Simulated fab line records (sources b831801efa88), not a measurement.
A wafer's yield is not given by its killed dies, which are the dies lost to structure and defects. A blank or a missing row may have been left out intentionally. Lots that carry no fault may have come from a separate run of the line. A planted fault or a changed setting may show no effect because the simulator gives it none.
What tool caused it?	flow gf180mcu	12 lots, 36 wafers sampled, at 6 steps of a route of 602

## WHAT EACH GAUGE READ, for each wafer
GF_V3_RS_MEAS_24: the measuring method here is four-point-probe. Usual: V3_W_RS typically reads 0.330 ohm/sq, with standard deviation 0.0034.
lot	measured	on	V3_W_RS (ohm/sq)	flag
L455	day 23 04:34	film-metro-03	0.331 0.329 0.328	
L456	day 23 18:42	film-metro-02	0.327 0.327 0.328	
L457	day 24 04:50	film-metro-03	0.331 0.340 0.335	
L458	day 24 07:49	film-metro-02	0.326 0.330 0.328	
L459	day 24 17:12	film-metro-01	0.328 0.328 0.329	
L461	day 25 05:02	film-metro-03	0.330 0.329 0.328	
L462	day 25 13:50	film-metro-01	0.329 0.328 0.330	
L465	day 26 15:37	film-metro-02	0.330 0.328 0.333	
L466	day 26 21:34	film-metro-03	0.336 0.335 0.337	
L472	day 28 21:58	film-metro-02	0.328 0.328 0.325	
L475	day 29 12:15	film-metro-01	0.334 0.328 0.337	
L476	day 29 19:40	film-metro-03	0.330 0.330 0.334	

GF_M4_RS_MEAS_05: the measuring method here is four-point-probe. Usual: M4_ALCU_RS typically reads 0.0697 ohm/sq, with standard deviation 0.00072.
lot	measured	on	M4_ALCU_RS (ohm/sq)	flag
L455	day 23 05:16	film-metro-04	0.0692 0.0700 0.0688	
L456	day 23 19:36	film-metro-02	0.0695 0.0692 0.0689	
L457	day 24 05:45	film-metro-03	0.0692 0.0700 0.0706	
L458	day 24 09:00	film-metro-04	0.0706 0.0704 0.0703	
L459	day 24 17:54	film-metro-04	0.0706 0.0703 0.0692	
L461	day 25 05:44	film-metro-04	0.0702 0.0693 0.0701	
L462	day 25 14:32	film-metro-04	0.0691 0.0695 0.0690	
L465	day 26 16:19	film-metro-03	0.0692 0.0689 0.0701	
L466	day 26 22:16	film-metro-02	0.0690 0.0689 0.0700	
L472	day 28 22:40	film-metro-02	0.1622 0.1594 0.1603	OFF
L475	day 29 12:57	film-metro-03	0.1789 0.1741 0.1733	OFF
L476	day 29 20:22	film-metro-03	0.0699 0.0692 0.0690	

GF_M4_THK_MEAS_06: measures by xrf. Usual: M4_ALCU_THK typically reads 445 nm, with standard deviation 5.3.
lot	measured	on	M4_ALCU_THK (nm)	flag
L455	day 23 05:23	film-metro-04	447 443 450	
L456	day 23 19:43	film-metro-02	448 451 453	
L457	day 24 05:52	film-metro-03	452 446 441	
L458	day 24 09:07	film-metro-04	434 437 439	
L459	day 24 18:01	film-metro-04	438 438 444	
L461	day 25 05:50	film-metro-04	440 442 442	
L462	day 25 14:39	film-metro-04	447 446 448	
L465	day 26 16:25	film-metro-03	454 455 446	
L466	day 26 22:22	film-metro-02	449 449 442	
L472	day 28 22:46	film-metro-02	195 197 197	OFF
L475	day 29 13:04	film-metro-03	179 183 183	OFF
L476	day 29 20:29	film-metro-03	447 451 451	

## EACH LOT AND THE TOOL THAT RAN IT (in order: tool; ch and the chambers of the sampled wafers; start)
lot	GF_V3_CVD_02	GF_M4_SPUTTER_01	GF_M4_SPUTTER_02
L455	pecvd-03 ch 0,1,2, day 22 04:07	pvd-sputter-01, day 23 05:08	pvd-sputter-01, day 23 05:10
L456	pecvd-01 ch 1,2, day 22 18:29	pvd-sputter-01, day 23 19:28	pvd-sputter-01, day 23 19:29
L457	pecvd-04 ch 0,1,2, day 23 05:11	pvd-sputter-02, day 24 05:38	pvd-sputter-02, day 24 05:40
L458	pecvd-01 ch 0,2, day 23 07:56	pvd-sputter-04, day 24 08:53	pvd-sputter-04, day 24 08:55
L459	pecvd-03 ch 0,2, day 23 17:59	pvd-sputter-02, day 24 17:46	pvd-sputter-02, day 24 17:47
L461	pecvd-04 ch 0,2, day 24 04:59	pvd-sputter-04, day 25 05:35	pvd-sputter-04, day 25 05:37
L462	pecvd-04 ch 0,2, day 24 14:54	pvd-sputter-01, day 25 14:25	pvd-sputter-01, day 25 14:26
L465	pecvd-01 ch 0,1,2, day 25 17:40	pvd-sputter-01, day 26 16:08	pvd-sputter-01, day 26 16:10
L466	pecvd-04 ch 0,1,2, day 25 22:47	pvd-sputter-01, day 26 22:07	pvd-sputter-01, day 26 22:08
L472	pecvd-01 ch 0,1,2, day 28 01:47	pvd-sputter-01, day 28 22:31	pvd-sputter-01, day 28 22:33
L475	pecvd-04 ch 0,1,2, day 28 15:53	pvd-sputter-01, day 29 12:49	pvd-sputter-01, day 29 12:50
L476	pecvd-01 ch 0,1,2, day 29 00:31	pvd-sputter-02, day 29 20:14	pvd-sputter-02, day 29 20:16
- GF_V3_CVD_02: deposits SiO2 from TEOS, target thk 850 nm, time 94.851 s.
- GF_M4_SPUTTER_01: material TiN, target thk 30 nm, time 25.59 s.
- GF_M4_SPUTTER_02: material AlCu, target thk 450 nm, time 23.9 s.

## WHAT THE TOOLS THEMSELVES READ (means of the sampled wafers that have a number; where no wafer has one, the mark that the record gives instead)
GF_V3_CVD_02. Usual: heater-power-outer-w 381 W, standard deviation 48; heater-power-w 634 W, standard deviation 68.
lot	tool	heater-power-outer-w (W)	heater-power-w (W)	flag
L455	pecvd-03	384	651	
L456	pecvd-01	379	629	
L457	pecvd-04	381	620	
L458	pecvd-01	412	680	
L459	pecvd-03	417	678	
L461	pecvd-04	389	639	
L462	pecvd-04	386	620	
L465	pecvd-01	354	590	
L466	pecvd-04	368	615	
L472	pecvd-01	384	627	
L475	pecvd-04	367	611	
L476	pecvd-01	392	652	

GF_M4_SPUTTER_01. Usual: 30.0 % for throttle-valve-pct, sd 0.96.
lot	tool	throttle-valve-pct (%)	flag
L455	pvd-sputter-01	29.9	
L456	pvd-sputter-01	30.4	
L457	pvd-sputter-02	29.9	
L458	pvd-sputter-04	31.0	
L459	pvd-sputter-02	29.8	
L461	pvd-sputter-04	30.3	
L462	pvd-sputter-01	30.4	
L465	pvd-sputter-01	30.3	
L466	pvd-sputter-01	29.9	
L472	pvd-sputter-01	29.7	
L475	pvd-sputter-01	29.9	
L476	pvd-sputter-02	28.9	

GF_M4_SPUTTER_02. Usual: 30.0 % for throttle-valve-pct, sd 0.94.
lot	tool	throttle-valve-pct (%)	flag
L455	pvd-sputter-01	30.0	
L456	pvd-sputter-01	30.5	
L457	pvd-sputter-02	29.9	
L458	pvd-sputter-04	31.1	
L459	pvd-sputter-02	29.7	
L461	pvd-sputter-04	30.4	
L462	pvd-sputter-01	30.4	
L465	pvd-sputter-01	30.3	
L466	pvd-sputter-01	30.0	
L472	pvd-sputter-01	29.7	
L475	pvd-sputter-01	30.0	
L476	pvd-sputter-02	28.9	

## THE ANSWER, worked out from the rows above alone
Rule: take the mean of a lot's wafers that have a number; if it is more than 3 standard deviations from the usual mean, the lot is off. A lot without any number at a reading at which 4 lots or more have one is off too. Any other lot the step has rows for is counted as sound. After the gauges, taken in route order, come the tools' own readings; for these a lot's mean is taken, as printed above. At the first step where some lot is off, the reading lying furthest off is the one used; lots without a number count as furthest.
Off: L472, L475, at GF_M4_RS_MEAS_05 (M4_ALCU_RS).
A tool fits if, at a process step before that reading, it ran every lot that is off, and no sound lot after the first of them. Gauges at GF_M4_RS_MEAS_05: tried the same way as those tools. One fits: GF_M4_SPUTTER_01 and GF_M4_SPUTTER_02 on pvd-sputter-01. At GF_M4_SPUTTER_01 its last sound lot is L466 (day 26 22:07), its first lot that is off L472 (day 28 22:31): a fault that began between those two fits.

## WHAT HAD BEEN PUT IN BY THE SIMULATOR
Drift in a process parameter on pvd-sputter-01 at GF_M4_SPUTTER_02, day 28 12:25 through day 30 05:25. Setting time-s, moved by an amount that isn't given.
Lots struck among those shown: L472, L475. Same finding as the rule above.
